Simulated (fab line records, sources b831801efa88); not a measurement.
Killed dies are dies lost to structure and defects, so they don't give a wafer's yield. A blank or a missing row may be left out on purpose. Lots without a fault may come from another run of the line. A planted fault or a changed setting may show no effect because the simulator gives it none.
Which tool did it? | flow gf180mcu | 13 lots, 39 wafers sampled, at 4 steps of a route of 602

WHAT THE GAUGES READ, wafer by wafer
GF_PASSIVATION_THK_MEAS_01. Usual: PASSIVATION_CVD_00_THK 995 nm, standard deviation 12.
lot  | measured     | on            | PASSIVATION_CVD_00_THK (nm) | flag
L599 | day 28 19:59 | film_metro-01 | 1002 1009 1018              |
L601 | day 29 17:45 | film_metro-01 | 982 974 1003                |
L603 | day 30 07:12 | film_metro-01 | 969 983 992                 |
L604 | day 30 10:37 | film_metro-04 | 995 1007 999                |
L605 | day 31 00:51 | film_metro-04 | 984 989 994                 |
L606 | day 31 05:10 | film_metro-02 | 971 992 992                 |
L610 | day 32 05:10 | film_metro-01 | 979 1004 1002               |
L611 | day 32 06:01 | film_metro-01 | 1015 978 1014               |
L612 | day 32 12:07 | film_metro-02 | 989 993 990                 |
L616 | day 33 12:22 | film_metro-02 | 1000 1017 1020              |
L617 | day 33 16:14 | film_metro-01 | 982 1006 991                |
L619 | day 34 03:22 | film_metro-04 | 978 991 1003                |
L620 | day 34 16:14 | film_metro-01 | 990 991 994                 |

WHICH TOOL RAN EACH LOT (tool, then ch and the chambers of the sampled wafers, then the start)
lot  | GF_MIM_SPUTTER_02            | GF_V5_SPUTTER_22             | GF_TOP_METAL_SPUTTER_02
L599 | pvd_sputter-04, day 25 05:26 | pvd_sputter-03, day 27 22:22 | pvd_sputter-04, day 27 23:09
L601 | pvd_sputter-04, day 26 07:50 | pvd_sputter-01, day 28 21:21 | pvd_sputter-04, day 28 22:07
L603 | pvd_sputter-03, day 26 20:05 | pvd_sputter-03, day 29 10:30 | pvd_sputter-01, day 29 11:22
L604 | pvd_sputter-04, day 27 00:04 | pvd_sputter-01, day 29 13:56 | pvd_sputter-02, day 29 14:49
L605 | pvd_sputter-03, day 27 15:30 | pvd_sputter-02, day 30 04:26 | pvd_sputter-04, day 30 05:19
L606 | pvd_sputter-04, day 27 21:07 | pvd_sputter-01, day 30 09:47 | pvd_sputter-04, day 30 10:40
L610 | pvd_sputter-04, day 28 23:26 | pvd_sputter-02, day 31 10:23 | pvd_sputter-02, day 31 11:10
L611 | pvd_sputter-04, day 29 00:59 | pvd_sputter-01, day 31 10:35 | pvd_sputter-01, day 31 11:29
L612 | pvd_sputter-04, day 29 07:23 | pvd_sputter-02, day 31 17:11 | pvd_sputter-04, day 31 18:03
L616 | pvd_sputter-02, day 30 12:01 | pvd_sputter-01, day 32 18:29 | pvd_sputter-01, day 32 19:19
L617 | pvd_sputter-02, day 30 17:16 | pvd_sputter-02, day 32 22:50 | pvd_sputter-01, day 32 23:36
L619 | pvd_sputter-02, day 31 04:45 | pvd_sputter-02, day 33 10:19 | pvd_sputter-02, day 33 11:05
L620 | pvd_sputter-02, day 31 19:35 | pvd_sputter-03, day 33 23:41 | pvd_sputter-04, day 34 00:34
- GF_MIM_SPUTTER_02: material AlCu, target thk 450 nm, time 23.9 s.
- GF_V5_SPUTTER_22: material TiN, target thk 10 nm, time 40 s.
- GF_TOP_METAL_SPUTTER_02: material AlCu, target thk 900 nm, time 47.82 s.

WHAT THE TOOLS THEMSELVES READ (means of the sampled wafers that have a number; where no wafer has one, the mark that the record gives instead)
GF_MIM_SPUTTER_02. Usual: throttle_valve_pct 29.5 %, standard deviation 1.2.
lot  | tool           | throttle_valve_pct (%) | flag
L599 | pvd_sputter-04 | 29.6                   |
L601 | pvd_sputter-04 | 30.9                   |
L603 | pvd_sputter-03 | 29.3                   |
L604 | pvd_sputter-04 | 30.2                   |
L605 | pvd_sputter-03 | 29.0                   |
L606 | pvd_sputter-04 | 30.2                   |
L610 | pvd_sputter-04 | 29.6                   |
L611 | pvd_sputter-04 | 29.6                   |
L612 | pvd_sputter-04 | 29.5                   |
L616 | pvd_sputter-02 | 29.5                   |
L617 | pvd_sputter-02 | 28.9                   |
L619 | pvd_sputter-02 | 28.8                   |
L620 | pvd_sputter-02 | 29.5                   |

GF_V5_SPUTTER_22. Usual: throttle_valve_pct 29.0 %, standard deviation 1.1.
lot  | tool           | throttle_valve_pct (%) | flag
L599 | pvd_sputter-03 | 28.3                   |
L601 | pvd_sputter-01 | 30.1                   |
L603 | pvd_sputter-03 | 29.5                   |
L604 | pvd_sputter-01 | 28.8                   |
L605 | pvd_sputter-02 | 29.0                   |
L606 | pvd_sputter-01 | 28.7                   |
L610 | pvd_sputter-02 | 28.7                   |
L611 | pvd_sputter-01 | 28.3                   |
L612 | pvd_sputter-02 | 28.9                   |
L616 | pvd_sputter-01 | 28.6                   |
L617 | pvd_sputter-02 | 28.7                   |
L619 | pvd_sputter-02 | 27.8                   |
L620 | pvd_sputter-03 | 30.5                   |

GF_TOP_METAL_SPUTTER_02. Usual: throttle_valve_pct 29.3 %, standard deviation 1.1.
lot  | tool           | throttle_valve_pct (%) | flag
L599 | pvd_sputter-04 | 30.2                   |
L601 | pvd_sputter-04 | 30.2                   |
L603 | pvd_sputter-01 | 29.1                   |
L604 | pvd_sputter-02 | 28.8                   |
L605 | pvd_sputter-04 | 30.3                   |
L606 | pvd_sputter-04 | 30.9                   |
L610 | pvd_sputter-02 | 28.0                   |
L611 | pvd_sputter-01 | 28.8                   |
L612 | pvd_sputter-04 | 30.2                   |
L616 | pvd_sputter-01 | 28.8                   |
L617 | pvd_sputter-01 | 28.8                   |
L619 | pvd_sputter-02 | 28.3                   |
L620 | pvd_sputter-04 | 30.3                   |

THE ANSWER, worked out from the rows above alone
Rule: a lot is off if the mean of its wafers that have a number lies more than 3 standard deviations from the usual mean. A lot without any number at a reading at which 4 lots or more have one is off too. The other lots that the step has rows for count as sound. The gauges are gone through in route order, then the tools' own readings, and for those a lot's mean is taken as printed above. The first step at which some lot is off is used, and at that step the reading that is off furthest; a lot without a number counts as furthest.
No lot is off at any reading shown: from this, nothing can be told.

WHAT THE SIMULATOR HAD PUT IN
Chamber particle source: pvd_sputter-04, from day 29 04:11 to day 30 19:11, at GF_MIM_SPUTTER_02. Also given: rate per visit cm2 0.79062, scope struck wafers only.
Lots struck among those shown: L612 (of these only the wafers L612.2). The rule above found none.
